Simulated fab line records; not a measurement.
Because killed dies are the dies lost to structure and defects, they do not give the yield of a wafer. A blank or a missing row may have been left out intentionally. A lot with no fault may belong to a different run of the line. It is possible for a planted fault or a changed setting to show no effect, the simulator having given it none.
Lot-split experiment + flow sky130 + on a route of 708 steps: 5 lots, 23 wafers read

THE SPLIT ITSELF
At SKY_FIELD_ISO_OXIDATION_01 (stabilise 600 s, purge 300 s, target thk 12 nm), the setting temp_c was moved away from the recipe's 900 C on 15 of the 23 wafers read, by -2.9% to -1.0%. All remaining wafers had this setting at the recipe value.

The file shows no step between the split and the reading.

THE READING
At SKY_FIELD_ISO_THK_MEAS_02: FIELD_ISO_OXIDATION_00_THK, given in nm. A value of 11.93 nm with a standard deviation of 0.22 nm is what fault-free wafers of this fab line usually give.

| wafer  | tool, chamber at the split | temp_c as run, C | against the recipe | FIELD_ISO_OXIDATION_00_THK, nm | against lot-mates on the recipe |
|--------|----------------------------|------------------|--------------------|--------------------------------|---------------------------------|
| L074.1 | -, -                       | 900              | recipe             | 11.90                          | -                               |
| L074.3 | -, -                       | 900              | recipe             | 11.78                          | -                               |
| L074.4 | -, -                       | 900              | recipe             | 11.90                          | -                               |
| L074.5 | -, -                       | 900              | recipe             | 11.76                          | -                               |
| L074.6 | -, -                       | 900              | recipe             | 11.89                          | -                               |
| L079.4 | furnace-01, 0              | 900              | recipe             | 11.48                          | -                               |
| L079.5 | furnace-01, 0              | 900              | recipe             | 11.65                          | -                               |
| L079.6 | furnace-01, 0              | 900              | recipe             | 11.50                          | -                               |
| L082.1 | -, -                       | 873.7            | -2.9%              | 8.80                           | no lot-mate on the recipe       |
| L082.2 | -, -                       | 873.7            | -2.9%              | 8.77                           | no lot-mate on the recipe       |
| L082.4 | -, -                       | 873.7            | -2.9%              | 8.56                           | no lot-mate on the recipe       |
| L082.5 | -, -                       | 873.7            | -2.9%              | 8.71                           | no lot-mate on the recipe       |
| L082.6 | -, -                       | 873.7            | -2.9%              | 8.86                           | no lot-mate on the recipe       |
| L083.1 | -, -                       | 885.9            | -1.6%              | 10.42                          | no lot-mate on the recipe       |
| L083.2 | -, -                       | 885.9            | -1.6%              | 10.29                          | no lot-mate on the recipe       |
| L083.3 | -, -                       | 885.9            | -1.6%              | 10.35                          | no lot-mate on the recipe       |
| L083.4 | -, -                       | 885.9            | -1.6%              | 10.22                          | no lot-mate on the recipe       |
| L083.5 | -, -                       | 885.9            | -1.6%              | 10.62                          | no lot-mate on the recipe       |
| L084.1 | -, -                       | 891.3            | -1.0%              | 10.80                          | no lot-mate on the recipe       |
| L084.2 | -, -                       | 891.3            | -1.0%              | 10.91                          | no lot-mate on the recipe       |
| L084.3 | -, -                       | 891.3            | -1.0%              | 11.02                          | no lot-mate on the recipe       |
| L084.5 | -, -                       | 891.3            | -1.0%              | 10.97                          | no lot-mate on the recipe       |
| L084.6 | -, -                       | 891.3            | -1.0%              | 11.05                          | no lot-mate on the recipe       |

THE FIT
A straight line over all 23 wafers: FIELD_ISO_OXIDATION_00_THK changes by +1.01 nm for each +1% of temp_c; r = +0.99; the points scatter about the line by 0.18 nm.
Too few moved wafers have a lot-mate on the recipe to fit a line with each lot's own level taken away.

THE WHOLE CHAIN: every reading that the file lists as answering this split, in the file's order
| step                       | what it does                                   | reading                                                                                | change (the file's fit)              | r (the file's) |
|----------------------------|------------------------------------------------|----------------------------------------------------------------------------------------|--------------------------------------|----------------|
| SKY_FIELD_ISO_OXIDATION_01 | stabilise 600 s, purge 300 s, target thk 12 nm | SiO2_of_FIELD_ISO_OXIDATION_01.thk_nm (the simulator's own value, which no gauge read) | +1.02 nm for each +1% of the setting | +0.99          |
| SKY_FIELD_ISO_THK_MEAS_02  |                                                | FIELD_ISO_OXIDATION_00_THK                                                             | +1.01 for each +1% of the setting    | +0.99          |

THE FILE'S OWN FIT
FIELD_ISO_OXIDATION_00_THK changes by +1.01 nm for each +1% of temp_c, r = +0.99.
